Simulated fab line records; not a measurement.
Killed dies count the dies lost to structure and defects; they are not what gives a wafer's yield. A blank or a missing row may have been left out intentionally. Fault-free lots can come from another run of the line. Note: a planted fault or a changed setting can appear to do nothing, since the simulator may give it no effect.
A struck lot beside a sound one | flow sky130 | 43 out of 708 route steps
Sound: the wafers L877.2, L877.4, L877.5. Wafers struck: L883.1, L883.3, L883.4. At the end, the cause is stated.
Each step with rows lists, per side, the tool, then ch with its chambers, then its first start. Under that, the readings that differ: sound wafers | struck wafers | difference of the means | sigmas: that difference in standard deviations of wafers without a fault.
alike: words and numbers the same on both sides, and readings whose means are apart by under 2 such deviations; not compared: readings that were withheld, readings missing a value for some wafer, numbers with overlapping values and no deviation given by the record, and bounds like >300 which may hide the same value.
Wherever a step has rows on one side only, a row that says differs or no value, or a row with sigmas, the two part there. Numbers that have no deviation but don't overlap get no sigmas and don't part them. A reading that every wafer of one side lacks parts them only if that side has two wafers or more.

SKY_VT_ADJUST_NCORE_STRIP_10: strips in O2/N2.
  sound on plasma asher-03 ch 0,1, day 8 11:11; struck on plasma asher-04 ch 0,1, day 10 10:04
  reading                      | sound             | struck            | difference | sigmas
  strip time to endpoint s (s) | 14.21 14.20 14.19 | 14.15 14.09 14.11 | -0.08      | -2
  alike: drypump motor current A, oes product au
  not compared: rf hours counter h
SKY_VT_ADJUST_NCORE_TW_MEAS_11:
  sound on film metro-01, day 8 11:17; struck on film metro-04, day 10 10:10
  alike: VT_ADJUST_NCORE_TW
then, 7 steps without rows for these wafers: SKY_VT_ADJUST_HVTR_DEHYDRATE_00 (time 60 s); SKY_VT_ADJUST_HVTR_HMDS_01 (prime time 60 s); SKY_VT_ADJUST_HVTR_COAT_02 (resist thk 1140 nm); SKY_VT_ADJUST_HVTR_SOFTBAKE_03 (time 60 s); SKY_VT_ADJUST_HVTR_EXPOSE_04 (exposes mask HVTRM, target cd 380 nm); SKY_VT_ADJUST_HVTR_PEB_05; SKY_VT_ADJUST_HVTR_DEVELOP_06 (develop time 60 s).
SKY_VT_ADJUST_HVTR_CD_MEAS_07 targets a cd of 380 nm.
  sound on cd sem-01, day 9 08:22; struck on cd sem-01, day 11 09:38
  alike: cd nm
SKY_VT_ADJUST_HVTR_OVL_MEAS_08:
  sound on overlay-02, day 9 08:28; struck on overlay-01, day 11 09:46
  reading                 | sound         | struck      | difference | sigmas
  VT_ADJUST_HVTR_OVL (nm) | -0.2 0.5 -1.4 | 3.5 2.6 4.1 | +3.8       | +3
then, 1 step without rows for these wafers: SKY_VT_ADJUST_HVTR_IMPLANT_09.
SKY_VT_ADJUST_HVTR_STRIP_10: strips in O2/N2.
  sound on plasma asher-02 ch 0,1, day 9 08:39; struck on plasma asher-02 ch 0,1, day 11 09:57
  alike: drypump motor current A, oes product au, strip time to endpoint s
  not compared: rf hours counter h
SKY_VT_ADJUST_HVTR_TW_MEAS_11:
  sound on film metro-02, day 9 08:46; struck on film metro-02, day 11 10:03
  alike: VT_ADJUST_HVTR_TW
then, 7 steps without rows for these wafers: SKY_VT_ADJUST_PCH_DEHYDRATE_00 (time 60 s); SKY_VT_ADJUST_PCH_HMDS_01 (prime time 60 s); SKY_VT_ADJUST_PCH_COAT_02 (resist thk 3000 nm); SKY_VT_ADJUST_PCH_SOFTBAKE_03; SKY_VT_ADJUST_PCH_EXPOSE_04 (exposes mask NWM, target cd 840 nm); SKY_VT_ADJUST_PCH_PEB_05; SKY_VT_ADJUST_PCH_DEVELOP_06 (develop time 60 s).
SKY_VT_ADJUST_PCH_OVL_MEAS_07:
  sound on overlay-02, day 10 06:53; struck on overlay-02, day 12 10:07
  alike: VT_ADJUST_PCH_OVL
then, 1 step without rows for these wafers: SKY_VT_ADJUST_PCH_IMPLANT_08.
SKY_VT_ADJUST_PCH_STRIP_09: strips in O2/N2.
  sound on plasma asher-02 ch 1, day 10 07:04; struck on plasma asher-04 ch 0,1, day 12 10:19
  reading                     | sound       | struck      | difference | sigmas
  drypump motor current A (A) | 4.8 4.8 4.8 | 6.2 6.2 5.5 | +1.2       | +2
  alike: oes product au, strip time to endpoint s
  not compared: rf hours counter h
SKY_VT_ADJUST_PCH_TW_MEAS_10:
  sound on film metro-01, day 10 07:10; struck on film metro-01, day 12 10:25
  alike: VT_ADJUST_PCH_TW
then, 7 steps without rows for these wafers: SKY_SONOS_TUNNEL_DEHYDRATE_00 (time 60 s); SKY_SONOS_TUNNEL_HMDS_01 (prime time 60 s); SKY_SONOS_TUNNEL_COAT_02 (resist thk 1140 nm); SKY_SONOS_TUNNEL_SOFTBAKE_03 (time 60 s); SKY_SONOS_TUNNEL_EXPOSE_04 (exposes mask TUNM, target cd 410 nm); SKY_SONOS_TUNNEL_PEB_05; SKY_SONOS_TUNNEL_DEVELOP_06 (develop time 60 s).
SKY_SONOS_TUNNEL_CD_MEAS_07 targets a cd of 410 nm.
  sound on cd sem-01, day 11 05:54; struck on cd sem-01, day 13 11:41
  alike: cd nm
SKY_SONOS_TUNNEL_OVL_MEAS_08:
  sound on overlay-01, day 11 06:00; struck on overlay-02, day 13 11:49
  alike: SONOS_TUNNEL_OVL
then, 3 steps without rows for these wafers: SKY_SONOS_TUNNEL_IMPLANT_09; SKY_SONOS_TUNNEL_WET_ETCH_10 (etches SiO2 in dHF, target depth 14 nm, time 280 s); SKY_SONOS_TUNNEL_STRIP_11 (strips in SPM, time 600 s).
SKY_SONOS_TUNNEL_TW_MEAS_12:
  sound on film metro-02, day 11 06:27; struck on film metro-01, day 13 12:22
  reading         | sound             | struck            | difference | sigmas
  SONOS_TUNNEL_TW | 199.4 201.1 200.5 | 196.1 196.4 195.5 | -4.3       | -2
then, 2 steps without rows for these wafers: SKY_SONOS_TUNNEL_CLEAN_13 (cleans in dHF, time 20 s); SKY_SONOS_ONO_OXIDATION_00 (stabilise 600 s, purge 300 s, target thk 2.6 nm).
SKY_SONOS_ONO_THK_MEAS_01:
  sound on film metro-03, day 11 09:28; struck on film metro-03, day 13 15:21
  alike: SONOS_ONO_OXIDATION_THK
then, 1 step without rows for these wafers: SKY_SONOS_ONO_CVD_02 (deposits Si3N4 from DCS/NH3, target thk 10.5 nm, time 180 s).
-- the record jumps here: 34 days lie between the struck wafers' starts before and after (it left off in module SONOS_ONO and takes up again in module PAD_OPEN, whose first step shown is number 708 of the route) --
SKY_PAD_OPEN_PROBE_99:
  the record has rows for the struck wafers here (prober-02, day 47 09:25) and none for the sound ones

== WHERE THEY PART ==
Earliest at SKY_VT_ADJUST_NCORE_STRIP_10; latest, in this record, at SKY_PAD_OPEN_PROBE_99.

WHY: the cause the simulator had injected
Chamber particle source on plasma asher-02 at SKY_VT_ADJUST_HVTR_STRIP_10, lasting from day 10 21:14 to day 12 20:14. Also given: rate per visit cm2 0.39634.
